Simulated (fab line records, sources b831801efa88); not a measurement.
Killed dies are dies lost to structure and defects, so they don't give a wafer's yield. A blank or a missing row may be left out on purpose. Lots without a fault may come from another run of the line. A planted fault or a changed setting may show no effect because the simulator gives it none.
fab line records | flow sky130
record lots=15 wafers=45 last_day=50
route steps=708 shown DNWELL@43 PWDE@54 SONOS_ONO@169 GATE_OXIDE@201 RES_PROTECT@215
lots that met no fault: from a run of the same line without faults
start_h: hours from the record's first day to the start of the lot's first wafer shown | wait_h: hours since the lot's step before | " the same as in the row above | L1.1+2: a row that stands for several wafers | - no value, or no start given | * or withheld: withheld | < > ~ a bound
route shown NAME@n: a module of which the file shows steps, and the number in the route of the first | usual: mean/standard deviation of fault-free wafers | same: alike in all rows | chamber/n: place in a boat | sites: the reading at each site | _std_site: their standard deviation | _edge_site: outer sites' mean less inner sites' | radius_mm: how far each site lies from the wafer's centre | mask NAME#n: copy n | behind: the tool/chamber that last shaped the wafer | hold: why the lot was held/for how many hours/how that ended | device: the transistor (n, p or np) that didn't switch | end of line: the same wafers' tests at the end of the route | a step without rows: its recipe alone | killed: dies lost to structure and defects at the first sort, not the wafer's yield | map: a wafer's dies, x killed, . not, _ none there
set.NAME: the setting as run; set.NAME@STEP: as run at that earlier step | model.NAME: the simulator's own value behind a step, which no gauge read
steps of the route over a sample of lots; a table a step, a row a wafer
services: from which hour (start_h, from the record's first day; less than 0 if before it) a tool's chamber was out of use, for how many hours, and why
## steps
# step SKY_DNWELL_STRIP_08
# recipe chemistry=O2/N2 power_w=1400 pressure_mtorr=1500 platen_temp_c=withheld o2_flow_sccm=3000 n2_flow_sccm=300 overash_fraction=0.5
# usual chamber_pressure_mTorr=1499.9/1.3 drypump_motor_current_A=5.7/0.32 oes_product_au=0.722/0.0043 strip_time_to_endpoint_s=36.95/0.11
# columns lot.wafer tool chamber start_h wait_h chamber_pressure_mTorr drypump_motor_current_A oes_product_au rf_hours_counter_h strip_time_to_endpoint_s
L893.1 plasma_asher-04 1 53.70 0.1 1500.8 5.6 0.719 36 36.98
L893.2 " 0 " " 1499.8 6.0 0.723 36 36.97
L893.5 " 0 " " 1500.0 6.0 0.718 - 36.91
L895.2 plasma_asher-03 1 65.05 0.1 1500.9 6.0 0.726 26 36.71
L895.4 " 0 " " 1499.7 5.0 0.724 - 36.86
L895.5 " 1 " " 1497.0 6.0 0.713 - 36.76
L898.2 plasma_asher-03 1 79.25 0.1 1498.1 6.0 0.719 27 36.85
L898.4 " 1 " " 1499.4 6.0 0.724 - 36.94
L898.5 " 1 " " 1501.1 6.0 0.718 - 36.98
L900.3 plasma_asher-02 0 89.86 0.1 1500.2 5.6 0.724 - 36.89
L900.4 " 1 " " 1499.2 5.8 0.728 - 36.91
L900.6 " 0 " " 1501.3 5.6 0.718 - 36.88
L903.1 plasma_asher-03 1 109.87 0.1 - - - - -
L903.3 " 1 " " - - - - -
L903.5 " 1 " " - - - - -
L904.1 plasma_asher-03 1 115.80 0.1 - - - - -
L904.4 " 1 " " - - - - -
L904.6 " 0 " " - - - - -
L905.1 plasma_asher-03 1 118.25 0.1 - - - - -
L905.3 " 0 " " - - - - -
L905.5 " 0 " " - - - - -
L908.2 plasma_asher-03 1 135.40 0.1 1502.2 6.0 0.719 33 37.17
L908.5 " 0 " " 1500.5 5.0 0.708 - 37.17
L908.6 " 1 " " 1501.1 6.0 0.719 - 37.01
L909.1 plasma_asher-02 0 139.75 0.1 1500.1 5.6 0.723 47 36.98
L909.4 " 1 " " 1501.7 5.8 0.723 - 36.98
L909.5 " 1 " " 1501.6 5.8 0.726 - 36.95
L910.2 plasma_asher-03 0 144.23 0.1 1498.2 5.1 0.729 34 37.07
L910.4 " 1 " " 1499.8 6.0 0.721 - 37.09
L910.6 " 1 " " 1499.5 6.0 0.727 - 37.08
L911.1 plasma_asher-02 1 150.25 0.1 1499.0 5.8 0.714 48 36.99
L911.2 " 0 " " 1499.5 5.6 0.722 48 37.07
L911.4 " 1 " " 1499.4 5.8 0.713 - 37.04
L913.2 plasma_asher-04 1 163.75 0.1 1499.1 5.7 0.723 4 36.94
L913.3 " 0 " " 1500.0 6.0 0.721 - 36.99
L913.5 " 1 " " 1499.8 5.7 0.725 - 36.85
L914.1 plasma_asher-04 0 169.30 0.1 1502.0 6.0 0.716 5 37.02
L914.3 " 1 " " 1499.1 5.7 0.718 - 37.03
L914.5 " 0 " " 1500.7 6.0 0.727 - 37.14
L915.1 plasma_asher-02 1 173.05 0.1 1499.9 5.8 0.719 50 36.96
L915.5 " 0 " " 1499.2 5.6 0.721 - 36.97
L915.6 " 1 " " 1499.9 5.8 0.720 - 37.03
L916.2 plasma_asher-04 1 176.57 0.1 1500.0 5.7 0.725 6 37.04
L916.3 " 1 " " 1498.0 5.7 0.725 - 37.06
L916.4 " 0 " " 1501.9 6.0 0.725 - 37.18
# step SKY_PWDE_STRIP_09
# recipe chemistry=O2/N2 power_w=1400 pressure_mtorr=1500 platen_temp_c=withheld o2_flow_sccm=3000 n2_flow_sccm=300 overash_fraction=0.5
# usual chamber_pressure_mTorr=1499.9/1.3 drypump_motor_current_A=5.7/0.41 oes_product_au=0.723/0.0043 strip_time_to_endpoint_s=36.92/0.1
# columns lot.wafer tool chamber start_h wait_h chamber_pressure_mTorr drypump_motor_current_A oes_product_au rf_hours_counter_h strip_time_to_endpoint_s
L893.1 plasma_asher-04 0 69.42 0.1 1501.1 6.0 0.720 38 36.88
L893.2 " 1 " " 1499.7 5.7 0.730 38 36.85
L893.5 " 1 " " 1497.7 5.7 0.727 - 36.79
L895.2 plasma_asher-04 0 82.82 0.1 1497.6 6.0 0.724 39 36.85
L895.4 " 0 " " 1496.9 6.0 0.725 - 36.76
L895.5 " 0 " " 1499.5 6.0 0.721 - 36.73
L898.2 plasma_asher-03 0 96.62 0.1 1498.3 5.1 0.723 29 36.85
L898.4 " 0 " " 1497.9 5.1 0.731 - 36.77
L898.5 " 0 " " 1501.2 5.1 0.721 - 36.84
L900.3 plasma_asher-03 0 107.20 0.1 1500.2 5.0 0.715 - 37.11
L900.4 " 1 " " 1502.9 6.1 0.724 - 36.93
L900.6 " 1 " " 1500.9 6.1 0.715 - 36.97
L903.1 plasma_asher-01 1 128.67 0.1 1501.1 5.4 0.736 41 80.97
L903.3 " 0 " " 1499.8 6.4 0.740 - 80.99
L903.5 " 0 " " 1500.2 6.4 0.743 - 81.19
L904.1 plasma_asher-01 1 135.47 0.1 1500.6 5.4 0.730 42 80.94
L904.4 " 1 " " 1501.4 5.4 0.738 - 81.07
L904.6 " 1 " " 1499.8 5.4 0.743 - 81.14
L905.1 plasma_asher-03 1 137.17 0.1 1498.5 6.0 0.738 33 81.02
L905.3 " 0 " " 1497.2 5.1 0.746 - 81.14
L905.5 " 1 " " 1500.4 6.0 0.733 - 80.84
L908.2 plasma_asher-03 1 155.02 0.1 1498.8 6.0 0.722 35 36.99
L908.5 " 0 " " 1500.0 5.1 0.726 - 37.00
L908.6 " 1 " " 1499.1 6.0 0.718 - 36.97
L909.1 plasma_asher-04 0 159.93 0.1 1499.9 6.0 0.721 4 37.02
L909.4 " 0 " " 1500.9 6.0 0.727 - 36.99
L909.5 " 0 " " 1499.1 6.0 0.731 - 36.99
L910.2 plasma_asher-04 1 164.98 0.1 1502.3 5.7 0.730 4 36.83
L910.4 " 1 " " 1497.8 5.7 0.723 - 36.86
L910.6 " 0 " " 1499.7 6.0 0.718 - 36.87
L911.1 plasma_asher-03 1 171.17 0.1 1499.5 6.0 0.722 37 37.06
L911.2 " 0 " " 1499.9 5.1 0.727 37 37.05
L911.4 " 0 " " 1501.0 5.1 0.729 - 37.12
L913.2 plasma_asher-03 1 184.63 0.1 1501.4 6.0 0.722 38 37.03
L913.3 " 0 " " 1500.3 5.0 0.721 - 36.98
L913.5 " 0 " " 1498.0 5.0 0.719 - 36.96
L914.1 plasma_asher-03 0 190.77 0.1 1500.7 5.0 0.715 39 37.04
L914.3 " 0 " " 1500.7 5.0 0.720 - 37.04
L914.5 " 0 " " 1497.7 5.0 0.720 - 36.88
L915.1 plasma_asher-03 0 194.02 0.1 1498.8 5.0 0.720 39 36.71
L915.5 " 1 " " 1499.7 6.0 0.717 - 36.68
L915.6 " 0 " " 1498.9 5.0 0.721 - 36.69
L916.2 plasma_asher-01 1 197.28 0.1 1501.4 5.4 0.729 48 36.96
L916.3 " 0 " " 1501.1 6.4 0.726 - 36.89
L916.4 " 1 " " 1500.1 5.4 0.724 - 36.96
# step SKY_PWDE_TW_MEAS_10
# usual PWDE_TW=373/7
# columns lot.wafer tool chamber start_h wait_h PWDE_TW
L893.1 film_metro-02 - 69.52 0.1 366
L893.2 " - " " 367
L893.5 " - " " 367
L895.2 film_metro-02 - 82.93 0.1 364
L895.4 " - " " 368
L895.5 " - " " 368
L898.2 film_metro-01 - 96.73 0.1 365
L898.4 " - " " 367
L898.5 " - " " 369
L900.3 film_metro-02 - 107.29 0.1 368
L900.4 " - " " 365
L900.6 " - " " 368
L903.1 film_metro-02 - 128.77 0.1 29
L903.3 " - " " 29
L903.5 " - " " 29
L904.1 film_metro-04 - 135.57 0.1 31
L904.4 " - " " 31
L904.6 " - " " 31
L905.1 film_metro-04 - 137.27 0.1 31
L905.3 " - " " 31
L905.5 " - " " 31
L908.2 film_metro-04 - 155.13 0.1 380
L908.5 " - " " 381
L908.6 " - " " 380
L909.1 film_metro-04 - 160.03 0.1 381
L909.4 " - " " 382
L909.5 " - " " 383
L910.2 film_metro-01 - 165.09 0.1 373
L910.4 " - " " 372
L910.6 " - " " 371
L911.1 film_metro-02 - 171.27 0.1 367
L911.2 " - " " 365
L911.4 " - " " 366
L913.2 film_metro-04 - 184.74 0.1 379
L913.3 " - " " 378
L913.5 " - " " 380
L914.1 film_metro-04 - 190.87 0.1 376
L914.3 " - " " 378
L914.5 " - " " 379
L915.1 film_metro-02 - 194.12 0.1 363
L915.5 " - " " 363
L915.6 " - " " 365
L916.2 film_metro-04 - 197.42 0.1 381
L916.3 " - " " 379
L916.4 " - " " 380
# step SKY_SONOS_ONO_THK_MEAS_01
# recipe reads=SiO2_of_SONOS_ONO_OXIDATION_00
# usual SONOS_ONO_OXIDATION_THK=2.61/0.064
# columns lot.wafer tool chamber start_h wait_h SONOS_ONO_OXIDATION_THK[nm]
L893.1 film_metro-01 - 253.53 0.0 2.64
L893.2 " - " " 2.56
L893.5 " - " " 2.59
L895.2 film_metro-01 - 269.58 0.0 2.58
L895.4 " - " " 2.63
L895.5 " - " " 2.53
L898.2 film_metro-01 - 290.59 0.0 2.57
L898.4 " - " " 2.57
L898.5 " - " " 2.61
L900.3 film_metro-03 - 306.11 0.0 2.62
L900.4 " - " " 2.47
L900.6 " - " " 2.58
L903.1 film_metro-03 - 336.45 0.0 2.53
L903.3 " - " " 2.57
L903.5 " - " " 2.57
L904.1 film_metro-02 - 347.18 0.0 2.50
L904.4 " - " " 2.49
L904.6 " - " " 2.53
L905.1 film_metro-03 - 351.17 0.0 2.59
L905.3 " - " " 2.51
L905.5 " - " " 2.58
L908.2 film_metro-03 - 374.67 0.0 2.54
L908.5 " - " " 2.48
L908.6 " - " " 2.55
L909.1 film_metro-03 - 381.65 0.0 2.61
L909.4 " - " " 2.61
L909.5 " - " " 2.59
L910.2 film_metro-02 - 386.05 0.0 2.64
L910.4 " - " " 2.68
L910.6 " - " " 2.69
L911.1 film_metro-02 - 399.24 0.0 2.60
L911.2 " - " " 2.61
L911.4 " - " " 2.64
L913.2 film_metro-02 - 412.57 0.0 2.69
L913.3 " - " " 2.70
L913.5 " - " " 2.68
L914.1 film_metro-01 - 425.33 0.0 2.67
L914.3 " - " " 2.63
L914.5 " - " " 2.62
L915.1 film_metro-01 - 428.18 0.0 2.67
L915.5 " - " " 2.70
L915.6 " - " " 2.77
L916.2 film_metro-02 - 431.32 0.0 2.70
L916.3 " - " " 2.71
L916.4 " - " " 2.72
# step SKY_GATE_OXIDE_TW_MEAS_14
# usual GATE_OXIDE_TW=222/3.3
# columns lot.wafer tool chamber start_h wait_h GATE_OXIDE_TW
L893.1 film_metro-01 - 310.32 0.1 219
L893.2 " - " " 218
L893.5 " - " " 219
L895.2 film_metro-01 - 327.03 0.1 221
L895.4 " - " " 220
L895.5 " - " " 222
L898.2 film_metro-01 - 348.83 0.1 219
L898.4 " - " " 218
L898.5 " - " " 220
L900.3 film_metro-02 - 366.21 0.1 219
L900.4 " - " " 219
L900.6 " - " " 218
L903.1 film_metro-04 - 399.12 0.1 227
L903.3 " - " " 227
L903.5 " - " " 227
L904.1 film_metro-01 - 409.67 0.1 219
L904.4 " - " " 219
L904.6 " - " " 220
L905.1 film_metro-01 - 414.19 0.1 219
L905.3 " - " " 220
L905.5 " - " " 220
L908.2 film_metro-04 - 444.60 0.1 225
L908.5 " - " " 226
L908.6 " - " " 226
L909.1 film_metro-04 - 449.07 0.1 228
L909.4 " - " " 226
L909.5 " - " " 228
L910.2 film_metro-02 - 453.88 0.1 218
L910.4 " - " " 218
L910.6 " - " " 218
L911.1 film_metro-02 - 465.62 0.1 218
L911.2 " - " " 219
L911.4 " - " " 218
L913.2 film_metro-04 - 480.07 0.1 226
L913.3 " - " " 225
L913.5 " - " " 227
L914.1 film_metro-02 - 493.49 0.1 218
L914.3 " - " " 219
L914.5 " - " " 218
L915.1 film_metro-04 - 494.91 0.1 225
L915.5 " - " " 226
L915.6 " - " " 226
L916.2 film_metro-02 - 497.29 0.1 220
L916.3 " - " " 221
L916.4 " - " " 219
# step SKY_RES_PROTECT_TW_MEAS_08
# usual POLY_GATE_TW=4038/67
# columns lot.wafer tool chamber start_h wait_h POLY_GATE_TW
L893.1 film_metro-04 - 339.65 0.1 4085
L893.2 " - " " 4087
L893.5 " - " " 4078
L895.2 film_metro-02 - 357.81 0.1 3951
L895.4 " - " " 3975
L895.5 " - " " 3937
L898.2 film_metro-02 - 380.76 0.1 3943
L898.4 " - " " 3961
L898.5 " - " " 3939
L900.3 film_metro-02 - 402.47 0.1 3970
L900.4 " - " " 3954
L900.6 " - " " 3937
L903.1 film_metro-02 - 438.45 0.1 3949
L903.3 " - " " 3943
L903.5 " - " " 3948
L904.1 film_metro-04 - 445.40 0.1 4107
L904.4 " - " " 4093
L904.6 " - " " 4078
L905.1 film_metro-04 - 451.70 0.1 4123
L905.3 " - " " 4106
L905.5 " - " " 4061
L908.2 film_metro-02 - 478.31 0.1 3960
L908.5 " - " " 3974
L908.6 " - " " 3972
L909.1 film_metro-03 - 483.65 0.1 4100
L909.4 " - " " 4093
L909.5 " - " " 4054
L910.2 film_metro-02 - 489.36 0.1 3964
L910.4 " - " " 3962
L910.6 " - " " 3972
L911.1 film_metro-03 - 501.25 0.1 4102
L911.2 " - " " 4093
L911.4 " - " " 4094
L913.2 film_metro-04 - 513.06 0.1 4100
L913.3 " - " " 4108
L913.5 " - " " 4094
L914.1 film_metro-04 - 527.78 0.1 4098
L914.3 " - " " 4092
L914.5 " - " " 4095
L915.1 film_metro-04 - 528.73 0.1 4127
L915.5 " - " " 4110
L915.6 " - " " 4092
L916.2 film_metro-02 - 531.41 0.1 3977
L916.3 " - " " 3967
L916.4 " - " " 3985
## services
# columns tool chamber start_h hours kind
plasma_asher-03 - 90.71 2.8 pm
plasma_asher-04 - 108.75 9.0 pm
plasma_asher-04 0 108.75 9.0 vent_cycle
plasma_asher-04 1 108.75 9.0 vent_cycle
plasma_asher-03 - 115.91 0.9 repair
plasma_asher-04 0 117.75 - clean
plasma_asher-04 1 117.75 - clean
plasma_asher-04 - 187.45 57.9 repair
## key
first_sign step=SKY_DNWELL_STRIP_08 reading=tool_record direction=missing
effect step=SKY_PWDE_STRIP_09 reading=strip_time_to_endpoint_s direction=up sigmas=99+ usual=* struck=*
effect step=SKY_PWDE_TW_MEAS_10 reading=PWDE_TW direction=down sigmas=49 usual=373 struck=30
met_at SKY_DNWELL_STRIP_08
struck_lots L903,L904,L905
sort_left_out L903.1,L903.3,L903.5,L904.1,L904.4,L904.6,L905.1,L905.3,L905.5
tester_left_out L903,L904,L905
not_acting_at SKY_SONOS_ONO_THK_MEAS_01,SKY_GATE_OXIDE_TW_MEAS_14,SKY_RES_PROTECT_TW_MEAS_08
onset_between 79.25 109.87
fault kind=skipped_step_whole tool=plasma_asher-03 chamber=- onset_h=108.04 steps=SKY_DNWELL_STRIP_08 scope=struck_lots_only
# tester_left_out: of these lots the tester's yield and bins aren't shown, on N5 and GAA mostly nor the transistor test; their killed dies are dies lost to structure and defects alone, not to doping, threshold or leakage, so they don't give the yield
# sort_left_out: the simulated sort isn't trusted on such a fault, so these wafers' sort isn't shown, and their yield isn't known
